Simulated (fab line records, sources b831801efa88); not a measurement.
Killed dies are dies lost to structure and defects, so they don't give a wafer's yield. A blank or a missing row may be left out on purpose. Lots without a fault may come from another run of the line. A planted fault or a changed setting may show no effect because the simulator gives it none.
Problem report in the 8D (eight disciplines) form, filled by code | flow gf180mcu | the parts of the form that need people (team, actions taken, sign-off) are left out

1. THE PROBLEM
run_length_s at GF_POLY_GATE_ETCH_13 reads a mean of 80.9 s on 9 wafers of 3 lots; wafers without a fault read 97.8 s with a standard deviation of 0.38. That is -45 standard deviations from the usual mean.
The step: etches poly-Si in HBr/Cl2, stops on SiO2, target depth 198.5 nm, time 69.6 s.
First seen on wafer L866.3, day 11 22:07, on rie_si-02. The record holds 42 wafers of 14 lots with a number at this step. Rule for "out", or "out of limits": more than 4 standard deviations from the usual mean. The other wafers with a number count as sound.

2. WHAT IT IS AND WHAT IT IS NOT
question                    | is                     | is not
which readings at this step | run_length_s           | -
which lots                  | L866, L867, L868       | L860, L861, L862, L863, L864, L865, L874, L877, L878, L879, L880
which wafers of those lots  | all that have a number | -
read on which tools         | rie_si-02              | rie_si-01
when                        | from day 11 22:07      | up to then (18 sound wafers); but 15 sound wafers of L874, L877, L878, L879, L880 came after

3. SUSPECTS, AND WHAT RULES EACH OUT
Counting: a tool at a process step up to the reading stays a suspect if it ran every lot that is out and no sound lot after the first of them.
- rie_si-02 at GF_POLY_GATE_ETCH_13 (etches poly-Si in HBr/Cl2, stops on SiO2, target depth 198.5 nm, time 69.6 s): ruled out as a lasting fault. Sound lots L877 ran on it after its first lot that is out, L866 (day 11 22:07).
Left after counting: nothing in the record.

4. THE CAUSE (what the simulator had put in)
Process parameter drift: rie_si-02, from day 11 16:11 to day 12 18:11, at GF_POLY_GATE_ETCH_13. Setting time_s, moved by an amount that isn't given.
Counting ruled it out, wrongly.

5. THE CHAIN OF EFFECTS, in route order
Each row: a reading whose mean over the struck wafers that have a number lies more than 3 standard deviations from the usual. Only readings for which the record gives a usual standard deviation are gone through. hours: the time from each lot's start at the first step in this table that gives one to its start at this step, as a median over the lots. sigmas: the change in usual standard deviations.
hours | step                 | reading      | usual  | on struck wafers | change | sigmas
0     | GF_POLY_GATE_ETCH_13 | run_length_s | 97.8 s | 80.9             | -16.9  | -45
The process steps in it:
- GF_POLY_GATE_ETCH_13: etches poly-Si in HBr/Cl2, stops on SiO2, target depth 198.5 nm, time 69.6 s.
Later measuring or inspecting steps at which every struck wafer that the step has a row for has a number for every such reading, and none has moved that far: GF_SALICIDE_RS_MEAS_04.

6. WHAT WOULD HAVE CAUGHT IT SOONER
In this record the first reading out of limits was taken at day 11 22:07, 6 hours after the fault began at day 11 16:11.
